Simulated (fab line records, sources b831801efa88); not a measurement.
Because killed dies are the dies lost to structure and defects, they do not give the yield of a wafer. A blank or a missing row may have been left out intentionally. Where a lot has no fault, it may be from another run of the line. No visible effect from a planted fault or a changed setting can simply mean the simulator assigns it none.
Problem report in the 8D (eight disciplines) form, filled by code	flow sky130	the parts of the form that need people (team, actions taken, sign-off) are left out

== 1. THE PROBLEM ==
Mean of rf_fwd_power_W at SKY_CONTACT_ETCH_18: 497.7 W across 6 wafers in 2 lots; on wafers with no fault it is 592.9 W (standard deviation 2.6). Measured from the usual mean, that is -37 standard deviations.
The step: etches Si3N4 in CHF3/O2, stops on TiN, time 39 s, target depth 75 nm.
The first sign was on wafer L268.1 at day 35 11:00, on rie_diel-03. The record holds 18 wafers of 6 lots with a number at this step. Rule for "out", or "out of limits": more than 4 standard deviations from the usual mean. Any other wafer with a number is counted as sound.

== 2. WHAT IT IS, AND WHAT IT ISN'T ==
question	is	is not
which readings at this step	rf_fwd_power_W	drypump_motor_current_A, oes_product_au, throttle_valve_pct
which lots	L268, L271	L258, L260, L270, L273
which wafers of those lots	all that have a number	-
read on which tools	rie_diel-03	rie_diel-01, rie_diel-02
when	from day 35 11:00	up to then (6 sound wafers); but 6 sound wafers of L270, L273 came after

== 3. WHAT RULES OUT EACH SUSPECT ==
Counting: a tool stays on the suspect list if, at a process step up to the reading, it processed all lots that are out and no sound lot following the first of them.
- rie_diel-03 at SKY_CONTACT_ETCH_16 (etches BARC in N2/H2, stops on SiO2, time 45.9 s, target depth 60 nm): kept. It processed each lot that is out, first L268 at day 35 11:28, and no sound lot thereafter; up to then, the last sound lot it processed was L258 at day 32 17:35.
- rie_diel-03 at SKY_CONTACT_ETCH_17 (etches SiO2 in C4F8/O2/Ar, stops on Si3N4, target depth 340 nm): kept. It processed each lot that is out, first L268 at day 35 11:31, and no sound lot thereafter; up to then, the last sound lot it processed was L258 at day 32 17:37.
- rie_diel-03 at SKY_CONTACT_ETCH_18 (etches Si3N4 in CHF3/O2, stops on TiN, time 39 s, target depth 75 nm): kept. It processed each lot that is out, first L268 at day 35 11:00, and no sound lot thereafter; up to then, the last sound lot it processed was L258 at day 32 17:00. Out on those wafers are its own readings of rf_fwd_power_W.
Still standing after the count: rie_diel-03 at SKY_CONTACT_ETCH_16, rie_diel-03 at SKY_CONTACT_ETCH_17, rie_diel-03 at SKY_CONTACT_ETCH_18.

== 4. THE CAUSE (what the simulator had put in) ==
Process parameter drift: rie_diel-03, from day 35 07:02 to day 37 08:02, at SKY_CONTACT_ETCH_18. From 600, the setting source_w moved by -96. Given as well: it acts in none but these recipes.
This tool is one of the 3 suspects left after counting.

== 5. THE CHAIN OF EFFECTS, in route order ==
One row per reading whose mean, taken over the struck wafers that have a number, lies over 3 standard deviations from the usual. Only readings whose record carries a usual standard deviation are examined. hours: median over the lots of the time between each lot's start at the first step of this table that gives one and its start at this step. sigmas: the change, counted in usual standard deviations.
hours	step	reading	usual	on struck wafers	change	sigmas
0	SKY_CONTACT_ETCH_18	rf_fwd_power_W	592.9 W	497.7	-95.2	-37
It contains these process steps:
- SKY_CONTACT_ETCH_18: etches Si3N4 in CHF3/O2, stops on TiN, time 39 s, target depth 75 nm.

== 6. WHAT WOULD HAVE CAUGHT IT SOONER ==
In this record the first reading out of limits was taken at day 35 11:00, 4 hours after the fault began at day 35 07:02.
